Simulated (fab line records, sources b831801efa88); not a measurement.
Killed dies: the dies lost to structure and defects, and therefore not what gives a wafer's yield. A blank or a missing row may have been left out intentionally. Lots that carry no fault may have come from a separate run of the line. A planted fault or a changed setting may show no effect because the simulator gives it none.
Comparing a struck lot with a sound one :: flow sky130 :: 14 steps out of a route of 708
Sound: these wafers, L607.1, L607.2, L607.5. Wafers L598.1, L598.4, L598.5 were the ones struck. The cause is named last.
Each step with rows lists, per side, the tool, then ch with its chambers, then its first start. Under that, the readings that differ: sound wafers :: struck wafers :: difference of the means :: sigmas: that difference in standard deviations of wafers without a fault.
alike: a reading whose means differ by less than 2 such deviations, as well as words and numbers matching on both sides. not compared: withheld readings; readings where some wafer has no value; bounds like >300 that might hide an equal value; numbers whose values overlap and for which the record gives no deviation.
Wherever a step has rows on one side only, a row that says differs or no value, or a row with sigmas, the two part there. Numbers that have no deviation but don't overlap get no sigmas and don't part them. Lack of a reading on every wafer of one side parts them only where that side has two or more wafers.

first, 2 steps without rows for these wafers: SKY_METAL3_CLEAN_22 (cleans in O3/DIW); SKY_VIA3_HDPCVD_00 (deposits SiO2, target thk 1635 nm, time 272.5 s).
SKY_VIA3_THK_MEAS_01:
  struck on film-metro-03, day 43 02:55; sound on film-metro-03, day 45 08:26
  alike: VIA3_HDPCVD_THK
SKY_VIA3_CMP_02: polishes SiO2.
  sound on cmp-01 ch 2,3, day 45 08:29; struck on cmp-01 ch 0,1,2, day 43 03:01
  alike: edge-zone-pressure-frac, motor-current-A
SKY_VIA3_BOW_MEAS_03:
  struck on film-metro-03, day 43 03:16; sound on film-metro-04, day 45 08:47
  alike: VIA3_BOW
then, 7 steps without rows for these wafers: SKY_VIA3_DEHYDRATE_04 (time 60 s); SKY_VIA3_HMDS_05 (prime time 60 s); SKY_VIA3_COAT_06 (resist thk 60 nm); SKY_VIA3_COAT_07 (resist thk 450 nm); SKY_VIA3_SOFTBAKE_08 (time 90 s); SKY_VIA3_EXPOSE_09 (exposes mask VIM3, target cd 200 nm); SKY_VIA3_PEB_10.
SKY_VIA3_DEVELOP_11: develop time 60 s.
  sound on litho-track-01 ch 0, day 46 07:00; struck on litho-track-01, day 44 02:00
  no value came back on the struck wafers for chill-plate-temp-C (C), develop-time-s (s); on the sound wafers chill-plate-temp-C (C) reads 22.97 23.03 22.92
reading: model.KrF-thick_of_VIA3_COAT_07.thk-nm (nm)
sound: 434.9 436.8 436.5
struck: 453.4 453.3 451.3
difference: +16.6
sigmas: 
SKY_VIA3_CD_MEAS_12: target cd 200 nm.
  struck on cd-sem-01, day 44 02:44; sound on cd-sem-02, day 46 07:29
reading: cd-nm (nm)
sound: 201.9 201.7 200.1
struck: - - -
difference: no value on the struck wafers
sigmas: 

== WHERE THEY PART ==
First at SKY_VIA3_DEVELOP_11; last, within this record, at SKY_VIA3_CD_MEAS_12.

WHY: what the simulator had put in
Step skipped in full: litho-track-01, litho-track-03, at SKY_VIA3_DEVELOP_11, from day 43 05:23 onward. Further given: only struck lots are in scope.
